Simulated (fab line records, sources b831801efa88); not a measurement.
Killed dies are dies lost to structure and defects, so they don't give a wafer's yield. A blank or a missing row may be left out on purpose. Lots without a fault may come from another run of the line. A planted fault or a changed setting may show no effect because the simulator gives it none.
A struck lot beside a sound one | flow sky130 | 40 steps out of a route of 708
Sound: wafers L638.1, L638.5, L638.6. Struck: wafer L633.6. (L633.3, L633.4 of the same lot were not struck and are left out.) The cause comes at the end.
At each step with rows: each side's tool, then ch and its chambers, then its first start. Under that, the readings that differ: sound wafers | struck wafers | difference of the means | sigmas: that difference in standard deviations of wafers without a fault.
alike: readings whose means differ by less than 2 such deviations, and words and numbers that are the same on both sides. not compared: withheld readings, readings that some wafer has no value for, bounds like >300 that may hide the same value, and numbers for which the record gives no deviation and whose values overlap.
The two part at a step that has a row with sigmas, a row that says differs or no value, or rows on one side only. Numbers that don't overlap but have no deviation are shown without sigmas and don't part them. A reading that every wafer of one side lacks parts them only if that side has two wafers or more.

first, 6 steps without rows for these wafers: SKY_METAL5_HMDS_08 (prime time 60 s); SKY_METAL5_COAT_09 (resist thk 1800 nm); SKY_METAL5_SOFTBAKE_10 (time 60 s); SKY_METAL5_EXPOSE_11 (exposes mask MM5, target cd 1600 nm); SKY_METAL5_PEB_12; SKY_METAL5_DEVELOP_13 (develop time 60 s).
SKY_METAL5_DESCUM_14: chemistry O2, time 11 s.
  sound on rie_metal-01 ch 0,1, day 51 03:13; struck on rie_metal-02 ch 0, day 45 07:05
  alike: drypump_motor_current_A, he_backside_leak_sccm, oes_product_au
  not compared: rf_hours_counter_h
SKY_METAL5_METAL_ETCH_15: etches the open film in Cl2/BCl3, stops on SiO2, target depth 1260 nm, time 252 s.
  sound on rie_metal-01 ch 0,1, day 51 03:14; struck on rie_metal-02 ch 0, day 45 07:11
  reading                     | sound       | struck | difference | sigmas
  drypump_motor_current_A (A) | 5.7 5.6 5.3 | 6.5    | +1.0       | +2
  alike: he_backside_leak_sccm, oes_product_au, throttle_valve_pct
  not compared: rf_hours_counter_h
then, 4 steps without rows for these wafers: SKY_METAL5_STRIP_16 (strips in O2/N2); SKY_METAL5_STRIP_17 (strips in post etch residue remover, time 1200 s); SKY_METAL5_CLEAN_18 (cleans in IPA, time 180 s); SKY_METAL5_CLEAN_19 (cleans in O3/DIW).
SKY_PASSIVATION_CVD_00: deposits SiO2, target thk 90 nm.
  sound on pecvd-03 ch 1,2, day 51 04:14; struck on pecvd-04 ch 1, day 45 07:55
  alike: heater_power_w
SKY_PASSIVATION_THK_MEAS_01:
  sound on film_metro-02, day 51 04:16; struck on film_metro-01, day 45 07:58
  alike: PASSIVATION_CVD_00_THK
SKY_PASSIVATION_CVD_02: deposits Si3N4, target thk 540 nm.
  sound on pecvd-04 ch 0,1, day 51 04:20; struck on pecvd-02 ch 2, day 45 08:01
  alike: heater_power_w
SKY_PASSIVATION_THK_MEAS_03:
  sound on film_metro-04, day 51 04:33; struck on film_metro-04, day 45 08:15
  alike: PASSIVATION_CVD_02_THK
then, 7 steps without rows for these wafers: SKY_PASSIVATION_DEHYDRATE_04 (time 60 s); SKY_PASSIVATION_HMDS_05 (prime time 60 s); SKY_PASSIVATION_COAT_06 (resist thk 3000 nm); SKY_PASSIVATION_SOFTBAKE_07; SKY_PASSIVATION_EXPOSE_08 (exposes mask NSM, target cd 3000 nm); SKY_PASSIVATION_PEB_09; SKY_PASSIVATION_DEVELOP_10 (develop time 60 s).
SKY_PASSIVATION_ETCH_11: etches the open film in CF4/O2, stops on AlCu, target depth 725 nm, time 161.1 s.
  sound on rie_diel-02 ch 0,1,2, day 51 20:05; struck on rie_diel-01 ch 2, day 46 03:52
  alike: drypump_motor_current_A, oes_product_au, throttle_valve_pct
  not compared: rf_hours_counter_h
then, 9 steps without rows for these wafers: SKY_PASSIVATION_STRIP_12 (strips in O2/N2); SKY_PAD_OPEN_DEHYDRATE_00 (time 60 s); SKY_PAD_OPEN_HMDS_01 (prime time 60 s); SKY_PAD_OPEN_COAT_02 (resist thk 3000 nm); SKY_PAD_OPEN_SOFTBAKE_03; SKY_PAD_OPEN_EXPOSE_04 (exposes mask PDM, target cd 60000 nm); SKY_PAD_OPEN_PEB_05; SKY_PAD_OPEN_DEVELOP_06 (develop time 60 s); SKY_PAD_OPEN_ETCH_07 (etches the open film in CF4/O2, stops on AlCu, target depth 725 nm, time 161.1 s).
SKY_PAD_OPEN_STRIP_08: strips in O2/N2.
  sound on plasma_asher-03 ch 0,1, day 52 12:37; struck on plasma_asher-04 ch 1, day 46 21:41
  alike: drypump_motor_current_A, oes_product_au, strip_time_to_endpoint_s
  not compared: rf_hours_counter_h
then, 4 steps without rows for these wafers: SKY_PAD_OPEN_STRIP_09 (strips in post etch residue remover, time 1200 s); SKY_PAD_OPEN_CLEAN_10 (cleans in IPA, time 180 s); SKY_PAD_OPEN_CLEAN_11 (cleans in O3/DIW); SKY_PAD_OPEN_ANNEAL_12.
SKY_PAD_OPEN_BOW_MEAS_13:
  sound on film_metro-03, day 52 14:53; struck on film_metro-04, day 46 23:47
  alike: PAD_OPEN_BOW
SKY_PAD_OPEN_PROBE_99:
  the record has rows for the struck wafers here (prober-02, day 47 00:07) and none for the sound ones

WHERE THEY PART
First at SKY_METAL5_METAL_ETCH_15; last, within this record, at SKY_PAD_OPEN_PROBE_99.

WHY: what the simulator had put in
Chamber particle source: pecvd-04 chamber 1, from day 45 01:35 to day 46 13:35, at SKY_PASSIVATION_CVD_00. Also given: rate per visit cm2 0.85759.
